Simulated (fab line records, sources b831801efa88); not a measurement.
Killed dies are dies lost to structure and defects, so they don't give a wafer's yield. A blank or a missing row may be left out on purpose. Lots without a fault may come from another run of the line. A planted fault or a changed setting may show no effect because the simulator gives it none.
Which tool did it? | flow gf180mcu | 12 lots, 36 wafers sampled, at 2 steps of a route of 602

WHAT THE GAUGES READ, wafer by wafer
GF_CONTACT_OVL_MEAS_15.
lot  | measured     | on         | CONTACT_OVL (nm)
L075 | day 16 10:38 | overlay-02 | 1 -4 0
L077 | day 17 06:21 | overlay-02 | 2 3 5
L079 | day 18 02:47 | overlay-02 | -3 -5 -7
L081 | day 18 21:14 | overlay-02 | 1 -2 3
L083 | day 19 12:20 | overlay-01 | -3 8 0
L085 | day 20 07:05 | overlay-02 | 5 11 4
L087 | day 21 00:14 | overlay-02 | 8 15 8
L089 | day 21 18:48 | overlay-01 | -8 -1 2
L091 | day 22 07:29 | overlay-02 | 3 -4 -5
L093 | day 23 00:21 | overlay-01 | -5 0 -6
L095 | day 23 15:50 | overlay-02 | -5 0 -3
L097 | day 24 07:30 | overlay-02 | 2 -2 -1

WHICH TOOL RAN EACH LOT (tool, then ch and the chambers of the sampled wafers, then the start)
lot  | GF_VT_IMPLANT_STRIP_09
L075 | plasma_asher-04 ch 0,1, day 5 22:02
L077 | plasma_asher-02 ch 0,1, day 6 10:11
L079 | plasma_asher-03 ch 0,1, day 6 23:23
L081 | plasma_asher-03 ch 1, day 7 10:19
L083 | plasma_asher-02 ch 0,1, day 8 01:23
L085 | plasma_asher-03 ch 0,1, day 8 12:49
L087 | plasma_asher-04 ch 0,1, day 9 00:04
L089 | plasma_asher-04 ch 0,1, day 9 13:53
L091 | plasma_asher-03 ch 0,1, day 10 00:26
L093 | plasma_asher-02 ch 0,1, day 10 14:25
L095 | plasma_asher-04 ch 0,1, day 11 02:07
L097 | plasma_asher-02 ch 0,1, day 11 12:50
- GF_VT_IMPLANT_STRIP_09: strips in O2/N2.

THE ANSWER, worked out from the rows above alone
Rule: what is usual is taken from the lots themselves. Put in order of their means at a reading, lots are off if they are a third of the lots or fewer, leave a main group of 4 or more, and stand apart from it by a gap of 3 or more times the standard deviation of the main group's means; of several such gaps the widest counts. A main group whose means are all the same, to the digits that the tables above print for the reading, isn't used. A lot without any number at a reading at which 4 lots or more have one is off too. The other lots that the step has rows for count as sound.
No lot is off at any reading shown: from this, nothing can be told.

WHAT THE SIMULATOR HAD PUT IN
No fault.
